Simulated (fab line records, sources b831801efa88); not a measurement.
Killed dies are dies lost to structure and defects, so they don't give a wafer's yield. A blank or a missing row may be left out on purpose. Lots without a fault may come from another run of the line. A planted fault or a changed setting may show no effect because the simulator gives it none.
fab line records | flow sky130
record lots=12 wafers=36 last_day=50
route steps=708 shown SD_N@356 SD_P@359 LI_CONTACT@375 LOCAL_INTERCONNECT@388
lots that met no fault: from a run of the same line without faults
start_h: hours from the record's first day to the start of the lot's first wafer shown | wait_h: hours since the lot's step before | " the same as in the row above | L1.1+2: a row that stands for several wafers | - no value, or no start given | * or withheld: withheld | < > ~ a bound
route shown NAME@n: a module of which the file shows steps, and the number in the route of the first | usual: mean/standard deviation of fault-free wafers | same: alike in all rows | chamber/n: place in a boat | sites: the reading at each site | _std_site: their standard deviation | _edge_site: outer sites' mean less inner sites' | radius_mm: how far each site lies from the wafer's centre | mask NAME#n: copy n | behind: the tool/chamber that last shaped the wafer | hold: why the lot was held/for how many hours/how that ended | device: the transistor (n, p or np) that didn't switch | end of line: the same wafers' tests at the end of the route | a step without rows: its recipe alone | killed: dies lost to structure and defects at the first sort, not the wafer's yield | map: a wafer's dies, x killed, . not, _ none there
set.NAME: the setting as run; set.NAME@STEP: as run at that earlier step | model.NAME: the simulator's own value behind a step, which no gauge read
steps of the route over a sample of lots; a table a step, a row a wafer
services: from which hour (start_h, from the record's first day; less than 0 if before it) a tool's chamber was out of use, for how many hours, and why
## steps
# step SKY_SD_N_RTA_14
# recipe temp_c=1075 time_s=2 idle_temp_c=650 ramp_up_c_per_s=150 ramp_down_c_per_s=90 ambient=N2
# usual lamp_power_pct=15.73/0.053 wafer_temp_C_max=1078.1/1.5
# columns lot.wafer tool chamber start_h wait_h lamp_power_pct wafer_temp_C_max
L667.4 rtp_anneal-01 0 642.51 0.0 15.74 1076.1
L667.5 " 0 " " 15.73 1076.8
L667.6 " 0 " " 15.73 1078.2
L671.1 rtp_anneal-01 0 675.14 0.0 15.73 1077.1
L671.3 " 0 " " 15.72 1079.6
L671.5 " 0 " " 15.76 1081.8
L676.2 rtp_anneal-01 0 716.21 0.0 15.91 1088.6
L676.3 " 0 " " 15.84 1092.2
L676.5 " 0 " " 15.89 1092.4
L677.2 rtp_anneal-01 0 726.49 0.0 15.88 1089.7
L677.4 " 0 " " 15.89 1091.9
L677.5 " 0 " " 15.93 1088.7
L680.2 rtp_anneal-02 0 749.04 0.0 15.76 1077.8
L680.3 " 0 " " 15.70 1079.4
L680.4 " 0 " " 15.71 1077.6
L682.3 rtp_anneal-02 0 769.45 0.0 15.69 1076.7
L682.4 " 0 " " 15.71 1079.2
L682.5 " 0 " " 15.75 1077.4
L684.2 rtp_anneal-02 0 784.41 0.0 15.67 1080.2
L684.4 " 0 " " 15.72 1075.6
L684.5 " 0 " " 15.72 1079.3
L685.3 rtp_anneal-01 0 791.92 0.0 15.77 1077.9
L685.4 " 0 " " 15.78 1078.1
L685.5 " 0 " " 15.86 1075.3
L686.1 rtp_anneal-02 0 809.40 0.0 15.76 1077.6
L686.2 " 0 " " 15.81 1076.0
L686.5 " 0 " " 15.72 1081.0
L687.3 rtp_anneal-01 0 811.75 0.0 15.68 1076.3
L687.4 " 0 " " 15.83 1078.1
L687.5 " 0 " " 15.84 1078.5
L688.1 rtp_anneal-02 0 817.26 0.0 15.75 1077.8
L688.2 " 0 " " 15.72 1080.4
L688.4 " 0 " " 15.63 1078.1
L689.4 rtp_anneal-01 0 821.36 0.0 15.72 1079.3
L689.5 " 0 " " 15.70 1078.0
L689.6 " 0 " " 15.66 1081.5
# step SKY_SD_N_RS_MEAS_16
# recipe thk_meas_gauge=four-point-probe
# usual SD_N_RS=68.59/0.1
# columns lot.wafer tool chamber start_h wait_h SD_N_RS[ohm/sq]
L667.4 film_metro-02 - 642.71 0.1 68.69
L667.5 " - " " 68.61
L667.6 " - " " 68.61
L671.1 film_metro-01 - 675.31 0.1 68.51
L671.3 " - " " 68.56
L671.5 " - " " 68.35
L676.2 film_metro-04 - 716.39 0.1 66.47
L676.3 " - " " 66.38
L676.5 " - " " 66.33
L677.2 film_metro-01 - 726.67 0.1 66.46
L677.4 " - " " 66.51
L677.5 " - " " 66.46
L680.2 film_metro-04 - 749.22 0.1 68.65
L680.3 " - " " 68.65
L680.4 " - " " 68.62
L682.3 film_metro-02 - 769.64 0.1 68.59
L682.4 " - " " 68.77
L682.5 " - " " 68.52
L684.2 film_metro-04 - 784.59 0.1 68.80
L684.4 " - " " 68.71
L684.5 " - " " 68.50
L685.3 film_metro-01 - 792.12 0.1 68.60
L685.4 " - " " 68.53
L685.5 " - " " 68.51
L686.1 film_metro-01 - 809.57 0.1 68.61
L686.2 " - " " 68.60
L686.5 " - " " 68.63
L687.3 film_metro-01 - 811.94 0.1 68.49
L687.4 " - " " 68.42
L687.5 " - " " 68.58
L688.1 film_metro-02 - 817.43 0.1 68.60
L688.2 " - " " 68.65
L688.4 " - " " 68.79
L689.4 film_metro-01 - 821.56 0.1 68.61
L689.5 " - " " 68.54
L689.6 " - " " 68.47
# step SKY_SD_N_RS_MEAS_17
# recipe thk_meas_gauge=four-point-probe
# usual SD_P_RS=147.2/0.31
# columns lot.wafer tool chamber start_h wait_h SD_P_RS[ohm/sq]
L667.4 film_metro-02 - 642.83 0.1 147.0
L667.5 " - " " 146.9
L667.6 " - " " 147.1
L671.1 film_metro-01 - 675.43 0.1 146.7
L671.3 " - " " 147.1
L671.5 " - " " 147.0
L676.2 film_metro-04 - 716.51 0.1 136.9
L676.3 " - " " 136.6
L676.5 " - " " 136.8
L677.2 film_metro-01 - 726.79 0.1 136.8
L677.4 " - " " 137.0
L677.5 " - " " 136.4
L680.2 film_metro-04 - 749.34 0.1 147.5
L680.3 " - " " 147.9
L680.4 " - " " 147.3
L682.3 film_metro-02 - 769.76 0.1 147.6
L682.4 " - " " 147.7
L682.5 " - " " 147.1
L684.2 film_metro-04 - 784.71 0.1 147.3
L684.4 " - " " 147.0
L684.5 " - " " 146.9
L685.3 film_metro-01 - 792.24 0.1 146.9
L685.4 " - " " 147.0
L685.5 " - " " 147.1
L686.1 film_metro-01 - 809.69 0.1 147.2
L686.2 " - " " 147.4
L686.5 " - " " 147.0
L687.3 film_metro-01 - 812.06 0.1 147.0
L687.4 " - " " 146.9
L687.5 " - " " 146.7
L688.1 film_metro-02 - 817.55 0.1 148.1
L688.2 " - " " 147.6
L688.4 " - " " 147.7
L689.4 film_metro-01 - 821.68 0.1 147.5
L689.5 " - " " 147.5
L689.6 " - " " 147.0
# step SKY_LI_CONTACT_OVL_MEAS_13
# usual LI_CONTACT_OVL=-2/5.7
# columns lot.wafer tool chamber start_h wait_h LI_CONTACT_OVL[nm]
L667.4 overlay-02 - 671.82 0.1 -2
L667.5 " - " " -1
L667.6 " - " " -4
L671.1 overlay-02 - 704.70 0.1 -12
L671.3 " - " " -7
L671.5 " - " " -4
L676.2 overlay-01 - 745.61 0.1 -3
L676.3 " - " " -1
L676.5 " - " " -4
L677.2 overlay-01 - 755.81 0.1 -5
L677.4 " - " " -6
L677.5 " - " " -3
L680.2 overlay-02 - 778.24 0.1 -3
L680.3 " - " " 0
L680.4 " - " " -3
L682.3 overlay-01 - 797.87 0.1 4
L682.4 " - " " 6
L682.5 " - " " 4
L684.2 overlay-02 - 812.94 0.1 -6
L684.4 " - " " -12
L684.5 " - " " -9
L685.3 overlay-02 - 821.07 0.1 -4
L685.4 " - " " -4
L685.5 " - " " -7
L686.1 overlay-02 - 838.71 0.1 -5
L686.2 " - " " -4
L686.5 " - " " -4
L687.3 overlay-01 - 840.62 0.1 1
L687.4 " - " " 4
L687.5 " - " " -2
L688.1 overlay-02 - 845.50 0.1 3
L688.2 " - " " -4
L688.4 " - " " 3
L689.4 overlay-02 - 849.47 0.1 -3
L689.5 " - " " -3
L689.6 " - " " 3
# step SKY_LI_CONTACT_SPUTTER_20
# recipe material=TiN target_thk_nm=20 chamber_pressure_pa=5 power_w=4000 time_s=80
# usual throttle_valve_pct=29.7/0.9
# columns lot.wafer tool chamber start_h wait_h throttle_valve_pct
L667.4 pvd_sputter-01 - 672.34 0.0 30.5
L667.5 " - " " 30.8
L667.6 " - " " 29.4
L671.1 pvd_sputter-02 - 705.26 0.0 29.0
L671.3 " - " " 28.1
L671.5 " - " " 28.2
L676.2 pvd_sputter-03 - 746.14 0.0 28.9
L676.3 " - " " 31.0
L676.5 " - " " 29.0
L677.2 pvd_sputter-02 - 756.35 0.0 27.9
L677.4 " - " " 30.2
L677.5 " - " " 30.0
L680.2 pvd_sputter-01 - 778.77 0.0 28.8
L680.3 " - " " 29.4
L680.4 " - " " 30.1
L682.3 pvd_sputter-02 - 798.41 0.0 29.5
L682.4 " - " " 28.4
L682.5 " - " " 30.1
L684.2 pvd_sputter-03 - 813.47 0.0 28.9
L684.4 " - " " 31.3
L684.5 " - " " 31.1
L685.3 pvd_sputter-01 - 821.72 0.1 29.4
L685.4 " - " " 30.7
L685.5 " - " " 30.7
L686.1 pvd_sputter-02 - 839.24 0.0 29.5
L686.2 " - " " 28.0
L686.5 " - " " 29.1
L687.3 pvd_sputter-02 - 841.14 0.0 30.0
L687.4 " - " " 28.1
L687.5 " - " " 28.9
L688.1 pvd_sputter-02 - 846.04 0.0 30.1
L688.2 " - " " 29.4
L688.4 " - " " 28.2
L689.4 pvd_sputter-03 - 849.99 0.0 31.1
L689.5 " - " " 28.9
L689.6 " - " " 30.9
# step SKY_LOCAL_INTERCONNECT_RS_MEAS_01
# recipe thk_meas_gauge=four-point-probe reads=TiN_of_LOCAL_INTERCONNECT_SPUTTER_00
# usual LOCAL_INTERCONNECT_TIN_RS=14.21/0.17
# columns lot.wafer tool chamber start_h wait_h LOCAL_INTERCONNECT_TIN_RS[ohm/sq]
L667.4 film_metro-01 - 673.13 0.1 14.13
L667.5 " - " " 14.15
L667.6 " - " " 14.14
L671.1 film_metro-01 - 705.98 0.0 14.04
L671.3 " - " " 14.09
L671.5 " - " " 14.15
L676.2 film_metro-02 - 746.89 0.1 14.23
L676.3 " - " " 14.22
L676.5 " - " " 14.41
L677.2 film_metro-03 - 757.23 0.1 13.88
L677.4 " - " " 14.16
L677.5 " - " " 13.88
L680.2 film_metro-02 - 779.52 0.1 14.30
L680.3 " - " " 14.44
L680.4 " - " " 14.01
L682.3 film_metro-02 - 799.17 0.1 14.42
L682.4 " - " " 14.39
L682.5 " - " " 14.43
L684.2 film_metro-03 - 814.22 0.1 13.96
L684.4 " - " " 13.70
L684.5 " - " " 14.00
L685.3 film_metro-01 - 822.55 0.1 14.24
L685.4 " - " " 14.27
L685.5 " - " " 14.23
L686.1 film_metro-01 - 839.97 0.0 14.43
L686.2 " - " " 14.38
L686.5 " - " " 14.45
L687.3 film_metro-02 - 841.92 0.1 14.11
L687.4 " - " " 14.14
L687.5 " - " " 14.10
L688.1 film_metro-03 - 846.77 0.0 14.49
L688.2 " - " " 14.45
L688.4 " - " " 14.32
L689.4 film_metro-03 - 850.78 0.1 14.38
L689.5 " - " " 14.30
L689.6 " - " " 14.39
## services
# columns tool chamber start_h hours kind
rtp_anneal-01 - 650.20 1.3 repair
pvd_sputter-01 - 686.95 0.5 repair
pvd_sputter-02 2 707.06 - consumable_replace:kit
pvd_sputter-02 2 707.06 18.0 scheduled_down
pvd_sputter-02 2 707.06 18.0 vent_cycle
pvd_sputter-02 - 770.07 2.0 repair
pvd_sputter-01 - 791.37 15.1 repair
pvd_sputter-01 - 795.19 0.5 repair
pvd_sputter-03 - 827.06 14.2 repair
pvd_sputter-01 2 829.80 - consumable_replace:kit
pvd_sputter-01 2 829.80 18.0 scheduled_down
pvd_sputter-01 2 829.80 18.0 vent_cycle
pvd_sputter-03 - 834.33 1.8 repair
rtp_anneal-01 - 843.91 4.0 pm
pvd_sputter-03 - 844.26 2.0 repair
## key
first_sign step=SKY_SD_N_RTA_14 reading=wafer_temp_C_max direction=up sigmas=8.5 usual=* struck=*
effect step=SKY_SD_N_RTA_14 reading=lamp_power_pct direction=up sigmas=3 usual=15.73 struck=15.89
effect step=SKY_SD_N_RS_MEAS_16 reading=SD_N_RS direction=down sigmas=21 usual=68.59 struck=66.43
effect step=SKY_SD_N_RS_MEAS_17 reading=SD_P_RS direction=down sigmas=33 usual=147.2 struck=136.7
met_at SKY_SD_N_RTA_14
struck_lots L676,L677
tester_left_out L676,L677
not_acting_at SKY_LI_CONTACT_OVL_MEAS_13,SKY_LI_CONTACT_SPUTTER_20,SKY_LOCAL_INTERCONNECT_RS_MEAS_01
onset_between 675.14 716.21
fault kind=process_parameter_drift tool=rtp_anneal-01 chamber=- onset_h=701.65 steps=SKY_SD_N_RTA_14 channel=temp_c offset=* shape=step end_h=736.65 acts_in=* stated=*
# tester_left_out: of these lots the tester's yield and bins aren't shown, on N5 and GAA mostly nor the transistor test; their killed dies are dies lost to structure and defects alone, not to doping, threshold or leakage, so they don't give the yield
